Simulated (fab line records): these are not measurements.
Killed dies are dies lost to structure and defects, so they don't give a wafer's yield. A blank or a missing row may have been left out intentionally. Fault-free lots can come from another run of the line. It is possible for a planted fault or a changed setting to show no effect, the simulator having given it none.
Problem report in the 8D (eight disciplines) form, filled by code	flow sky130	the parts of the form that need people (team, actions taken, sign-off) are left out

== 1. THE ISSUE ==
Mean of oesProductAu at SKY_LI_CONTACT_ETCH_14: 0.995 a.u. across 4 wafers in 3 lots; on wafers with no fault it is 0.854 a.u. (standard deviation 0.004). That is +35 standard deviations from the usual mean.
The step: etches BARC in N2/H2, stops on SiO2, time 45.9 s, target depth 60 nm.
The first sign was on wafer L121.2 at day 32 16:26, on rieDiel-01. The record has a number at this step for 36 wafers belonging to 12 lots. The rule behind "out" and "out of limits": a value lying over 4 standard deviations away from the usual mean. The rest of the wafers with a number are treated as sound.

== 2. WHAT IT IS AND WHAT IT IS NOT ==
question	is	is not
which readings at this step	oesProductAu, runLengthS	drypumpMotorCurrentA
which lots	L121, L122, L123	L111, L112, L115, L116, L119, L126, L130, L132, L134
which wafers of those lots	L121.2, L121.5, L122.5, L123.2	L121.1, L122.1, L122.6, L123.1, L123.6
read on which tools	rieDiel-01	rieDiel-02, rieDiel-04
when	from day 32 16:26	up to then (16 sound wafers); but 16 sound wafers of L122, L123, L126, L130, L132, L134 came after

== 3. THE SUSPECTS, EACH WITH WHAT RULES IT OUT ==
Counting: if a tool at a process step up to the reading ran every lot that is out, it stays a suspect. Sound lots after the first of them don't rule it out here, since some wafers of a struck lot are sound.
- rieDiel-01 at SKY_LI_CONTACT_ETCH_14 (etches BARC in N2/H2, stops on SiO2, time 45.9 s, target depth 60 nm): kept. It processed each lot that is out (first: L121, day 32 16:26); up to then, its last sound lot is L119 (day 31 21:20). Out on those wafers are its own readings of oesProductAu, runLengthS.
- Within rieDiel-01 at SKY_LI_CONTACT_ETCH_14: the wafers that are out ran in chamber 2; their sound lot-mates ran in chambers 0, 1.
The count leaves rieDiel-01 at SKY_LI_CONTACT_ETCH_14.

== 4. THE CAUSE (what the simulator had put in) ==
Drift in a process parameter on rieDiel-01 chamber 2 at SKY_LI_CONTACT_ETCH_14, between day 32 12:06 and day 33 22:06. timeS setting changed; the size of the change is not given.
Only this tool survived the counting.

== 5. THE EFFECT CHAIN, in route order ==
Each row: a reading where the mean over the struck wafers with a number is more than 3 standard deviations away from the usual. Scope: only readings with a usual standard deviation given in the record; hours: median across lots of the time from each lot's start at the first step in this table that gives one to its start at this step; sigmas: change in usual standard deviations.
hours	step	reading	usual	on struck wafers	change	sigmas
0	SKY_LI_CONTACT_ETCH_14	oesProductAu	0.854 a.u.	0.995	+0.141	+35
0	SKY_LI_CONTACT_ETCH_14	runLengthS	74.2 s	66.8	-7.4	-23
Here are the process steps it includes:
- SKY_LI_CONTACT_ETCH_14: etches BARC in N2/H2, stops on SiO2, time 45.9 s, target depth 60 nm.
Readings that are blank on the struck wafers while sound wafers have them: biasW at SKY_LI_CONTACT_ETCH_14.
Later steps that measure or inspect, where all struck wafers having a row at the step show a number for every such reading and not one has moved that far: SKY_METAL2_RS_MEAS_05.

== 6. WHAT WOULD HAVE CAUGHT IT SOONER ==
4 hours passed between the start of the fault at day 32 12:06 and the first reading out of limits in this record, taken at day 32 16:26.
